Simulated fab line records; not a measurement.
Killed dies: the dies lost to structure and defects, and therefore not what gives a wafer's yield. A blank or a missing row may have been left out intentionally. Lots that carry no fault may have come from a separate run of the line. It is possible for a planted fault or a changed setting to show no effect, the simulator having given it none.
Which tool was responsible? + flow gf180mcu + 39 wafers from 13 lots sampled at 4 of the route's 602 steps

== WHAT THE GAUGES READ, wafer by wafer ==
GF_V5_THK_MEAS_03.
| lot  | measured     | on           | V5_CVD_02_THK (nm) |
|------|--------------|--------------|--------------------|
| L878 | day 26 08:44 | filmMetro-04 | 1435 1419 1462     |
| L879 | day 26 17:44 | filmMetro-01 | 1437 1463 1496     |
| L881 | day 27 06:13 | filmMetro-04 | 1464 1470 1454     |
| L882 | day 27 18:47 | filmMetro-01 | 1451 1440 1478     |
| L884 | day 28 10:01 | filmMetro-02 | 1435 1443 1456     |
| L885 | day 28 18:26 | filmMetro-02 | 1444 1441 1476     |
| L886 | day 29 02:30 | filmMetro-04 | 1461 1456 1475     |
| L887 | day 29 03:37 | filmMetro-02 | 1434 1452 1457     |
| L888 | day 29 13:55 | filmMetro-01 | 1429 1428 1462     |
| L891 | day 30 05:03 | filmMetro-02 | 1452 1462 1449     |
| L898 | day 32 02:59 | filmMetro-04 | 1450 1445 1467     |
| L899 | day 32 09:44 | filmMetro-04 | 1441 1455 1465     |
| L901 | day 32 20:23 | filmMetro-04 | 1441 1442 1419     |

== WHAT TOOL EACH LOT RAN ON (gives the tool, then ch and the chambers of the sampled wafers, and finally the start) ==
| lot  | GF_SALICIDE_WET_ETCH_01        | GF_M4_STRIP_17                      | GF_V4_ETCH_16                     |
|------|--------------------------------|-------------------------------------|-----------------------------------|
| L878 | wetBench-04 ch 1, day 15 01:51 | plasmaAsher-02 ch 0,1, day 23 11:53 | rieDiel-04 ch 1,2,3, day 24 11:13 |
| L879 | wetBench-03 ch 0, day 15 13:55 | plasmaAsher-01 ch 1, day 23 21:04   | rieDiel-04 ch 0,2,3, day 24 20:18 |
| L881 | wetBench-04 ch 3, day 16 02:07 | plasmaAsher-01 ch 0,1, day 24 11:08 | rieDiel-04 ch 0,1, day 25 09:52   |
| L882 | wetBench-04 ch 3, day 16 18:28 | plasmaAsher-02 ch 0,1, day 25 00:28 | rieDiel-01 ch 0,2,3, day 25 23:28 |
| L884 | wetBench-03 ch 0, day 17 09:20 | plasmaAsher-02 ch 0,1, day 25 17:23 | rieDiel-01 ch 0,1,3, day 26 15:24 |
| L885 | wetBench-03 ch 2, day 17 21:39 | plasmaAsher-01 ch 0,1, day 26 01:52 | rieDiel-04 ch 1,2, day 27 00:01   |
| L886 | wetBench-04 ch 2, day 18 05:01 | plasmaAsher-02 ch 0,1, day 26 09:50 | rieDiel-01 ch 1,2, day 27 07:50   |
| L887 | wetBench-03 ch 3, day 18 10:47 | plasmaAsher-02 ch 0,1, day 26 12:01 | rieDiel-04 ch 0,2,3, day 27 09:55 |
| L888 | wetBench-02 ch 3, day 18 21:20 | plasmaAsher-04 ch 0,1, day 26 23:40 | rieDiel-02 ch 2,3, day 27 20:28   |
| L891 | wetBench-02 ch 0, day 19 17:20 | plasmaAsher-02 ch 0,1, day 27 15:26 | rieDiel-02 ch 0,1,2, day 28 11:53 |
| L898 | wetBench-04 ch 0, day 22 07:11 | plasmaAsher-01 ch 0,1, day 29 17:31 | rieDiel-01 ch 0,1,2, day 30 13:28 |
| L899 | wetBench-04 ch 2, day 22 16:57 | plasmaAsher-01 ch 0,1, day 30 00:56 | rieDiel-04 ch 1,3, day 30 20:34   |
| L901 | wetBench-03 ch 1, day 23 09:03 | plasmaAsher-02 ch 0,1, day 30 13:50 | rieDiel-04 ch 0,2,3, day 31 08:56 |
- GF_SALICIDE_WET_ETCH_01: etches SiO2 in dHF, target depth 5 nm, time 100 s.
- GF_M4_STRIP_17: strips in O2/N2.
- GF_V4_ETCH_16: etches BARC in N2/H2.

== WHAT THE TOOLS THEMSELVES READ (means of the sampled wafers that have a number; where no wafer has one, the mark that the record gives instead) ==
GF_M4_STRIP_17.
| lot  | tool           | drypumpMotorCurrentA (A) | heaterPowerW (W) | o2FlowSccm (sccm) | oesProductAu (a.u.) | platenTempC (C) | stripTimeToEndpointS (s) |
|------|----------------|--------------------------|------------------|-------------------|---------------------|-----------------|--------------------------|
| L878 | plasmaAsher-02 | 5.8                      | 285              | 3006              | 0.553               | 250.14          | 7.85                     |
| L879 | plasmaAsher-01 | 6.2                      | 299              | 3003              | 0.554               | 250.03          | 7.88                     |
| L881 | plasmaAsher-01 | 6.1                      | 299              | 3004              | 0.558               | 249.91          | 7.90                     |
| L882 | plasmaAsher-02 | 5.6                      | 288              | 3007              | 0.557               | 250.15          | 7.87                     |
| L884 | plasmaAsher-02 | 5.9                      | 288              | 2994              | 0.559               | 250.03          | 7.87                     |
| L885 | plasmaAsher-01 | 6.2                      | 301              | 3003              | 0.551               | 249.85          | 7.85                     |
| L886 | plasmaAsher-02 | 5.6                      | 290              | 3004              | 0.559               | 249.85          | 7.89                     |
| L887 | plasmaAsher-02 | 5.8                      | 291              | 2992              | 0.558               | 249.95          | 7.84                     |
| L888 | plasmaAsher-04 | 5.5                      | 306              | 2998              | 0.561               | 249.78          | 7.84                     |
| L891 | plasmaAsher-02 | 5.6                      | 286              | 2999              | 0.559               | 250.19          | 7.89                     |
| L898 | plasmaAsher-01 | 6.2                      | 297              | 2994              | 0.565               | 250.04          | 7.96                     |
| L899 | plasmaAsher-01 | 6.1                      | 295              | 2996              | 0.566               | 250.01          | 7.92                     |
| L901 | plasmaAsher-02 | 5.6                      | 286              | 3007              | 0.558               | 249.90          | 7.88                     |

GF_V4_ETCH_16.
| lot  | tool       | drypumpMotorCurrentA (A) | oesProductAu (a.u.) | throttleValvePct (%) |
|------|------------|--------------------------|---------------------|----------------------|
| L878 | rieDiel-04 | 5.4                      | 0.849               | 13.216               |
| L879 | rieDiel-04 | 5.5                      | 0.854               | 13.222               |
| L881 | rieDiel-04 | 5.4                      | 0.852               | 13.225               |
| L882 | rieDiel-01 | 6.0                      | 0.856               | 13.227               |
| L884 | rieDiel-01 | 6.0                      | 0.856               | 13.223               |
| L885 | rieDiel-04 | 5.1                      | 0.851               | 13.226               |
| L886 | rieDiel-01 | 6.1                      | 0.856               | 13.223               |
| L887 | rieDiel-04 | 5.6                      | 0.858               | 13.219               |
| L888 | rieDiel-02 | 5.5                      | 0.854               | 13.228               |
| L891 | rieDiel-02 | 5.9                      | 0.855               | 13.215               |
| L898 | rieDiel-01 | 6.0                      | 0.859               | 13.223               |
| L899 | rieDiel-04 | 6.0                      | 0.850               | 13.223               |
| L901 | rieDiel-04 | 5.5                      | 0.854               | 13.234               |

== THE ANSWER, worked out from the rows above alone ==
Rule: what is usual is taken from the lots themselves. Put in order of their means at a reading, lots are off if they are a third of the lots or fewer, leave a main group of 4 or more, and stand apart from it by a gap of 3 or more times the standard deviation of the main group's means; of several such gaps the widest counts. A main group whose means are all the same, to the digits that the tables above print for the reading, isn't used. Also off: a lot with no number at a reading for which 4 or more lots have one. All remaining lots with rows at the step are treated as sound. First the gauges in route order, then the tools' own readings, where a lot's mean is used as printed above. The first step at which some lot is off is used, and at that step the reading that is off furthest; a lot without a number counts as furthest.
Across all readings shown, no lot is off: no conclusion can be drawn from this.

== WHAT WAS PUT IN BY THE SIMULATOR ==
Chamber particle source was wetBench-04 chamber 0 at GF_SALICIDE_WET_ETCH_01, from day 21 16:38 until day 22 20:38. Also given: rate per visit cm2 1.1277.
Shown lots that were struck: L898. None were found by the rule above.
